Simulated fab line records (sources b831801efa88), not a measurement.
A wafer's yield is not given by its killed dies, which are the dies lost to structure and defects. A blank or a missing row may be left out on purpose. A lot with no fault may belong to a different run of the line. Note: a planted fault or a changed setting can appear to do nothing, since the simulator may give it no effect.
Which of the tools did it? | flow sky130 | 14 lots with 38 wafers sampled at 2 steps, on a route of 708 steps

== WHAT EACH GAUGE READ, for each wafer ==
SKY_SD_N_RS_MEAS_18: measurement is done with a four-point probe.
lot  | measured     | on            | RES_XHIGH_RS (ohm/sq)
L188 | day 27 17:10 | film-metro-04 | 334.9 334.8 333.8
L195 | day 30 09:38 | film-metro-04 | 334.9
L194 | day 30 11:26 | film-metro-01 | 331.9
L196 | day 30 18:31 | film-metro-01 | 332.5 332.9 331.7
L198 | day 32 05:12 | film-metro-03 | 334.1 335.0 336.1
L201 | day 32 09:47 | film-metro-04 | 333.9 334.9 335.9
L203 | day 32 16:07 | film-metro-04 | 334.5 335.4 334.1
L204 | day 33 03:26 | film-metro-04 | 333.9 334.5 332.9
L205 | day 33 07:19 | film-metro-03 | 333.7 331.6 332.9
L206 | day 33 17:26 | film-metro-04 | 332.9 333.6 334.3
L208 | day 34 05:32 | film-metro-04 | 334.8 333.5 334.2
L207 | day 34 08:40 | film-metro-01 | 332.3 331.9 331.6
L209 | day 34 10:14 | film-metro-04 | 333.9 331.7 333.6
L210 | day 35 01:09 | film-metro-04 | 333.2 334.4 334.1

SKY_LI_CONTACT_OVL_MEAS_13.
lot  | measured     | on         | LI_CONTACT_OVL (nm)
L188 | day 28 23:14 | overlay-02 | 4 0 2
L195 | day 31 14:04 | overlay-01 | -9
L194 | day 31 15:27 | overlay-02 | -7
L196 | day 31 22:38 | overlay-02 | -8 -5 -4
L198 | day 33 08:53 | overlay-01 | -2 -3 1
L201 | day 33 14:02 | overlay-02 | -15 -9 -10
L203 | day 33 20:42 | overlay-02 | -7 -7 -4
L204 | day 34 06:51 | overlay-02 | -8 -7 -2
L205 | day 34 11:15 | overlay-01 | -10 -1 -9
L206 | day 34 20:24 | overlay-01 | 2 0 1
L208 | day 35 08:42 | overlay-02 | 8 2 4
L207 | day 35 12:23 | overlay-02 | -2 -5 -5
L209 | day 35 13:41 | overlay-01 | -9 -8 -9
L210 | day 36 04:59 | overlay-02 | -14 5 -4

== TOOL THAT RAN EACH LOT (tool first, then ch and the chambers of the sampled wafers, then the start) ==
Record: no process step prior to these readings.

== AS READ BY THE TOOLS THEMSELVES (means over the sampled wafers that have a number; for cases with no such wafer, the mark the record gives instead) ==
The record holds no such reading with a usual standard deviation.

== THE ANSWER, worked out from the rows above alone ==
Rule: what is usual is taken from the lots themselves. Put in order of their means at a reading, lots are off if they are a third of the lots or fewer, leave a main group of 4 or more, and stand apart from it by a gap of 3 or more times the standard deviation of the main group's means; of several such gaps the widest counts. Not used: any main group whose means are identical at the precision the tables above print for the reading. Also off: a lot with no number at a reading for which 4 or more lots have one. The other lots that the step has rows for count as sound. The gauges are gone through in route order, then the tools' own readings, and for those a lot's mean is taken as printed above. At the first step where some lot is off, the reading lying furthest off is the one used; lots without a number count as furthest.
None of the lots is off at any reading shown; this tells nothing.

== WHAT HAD BEEN PUT IN BY THE SIMULATOR ==
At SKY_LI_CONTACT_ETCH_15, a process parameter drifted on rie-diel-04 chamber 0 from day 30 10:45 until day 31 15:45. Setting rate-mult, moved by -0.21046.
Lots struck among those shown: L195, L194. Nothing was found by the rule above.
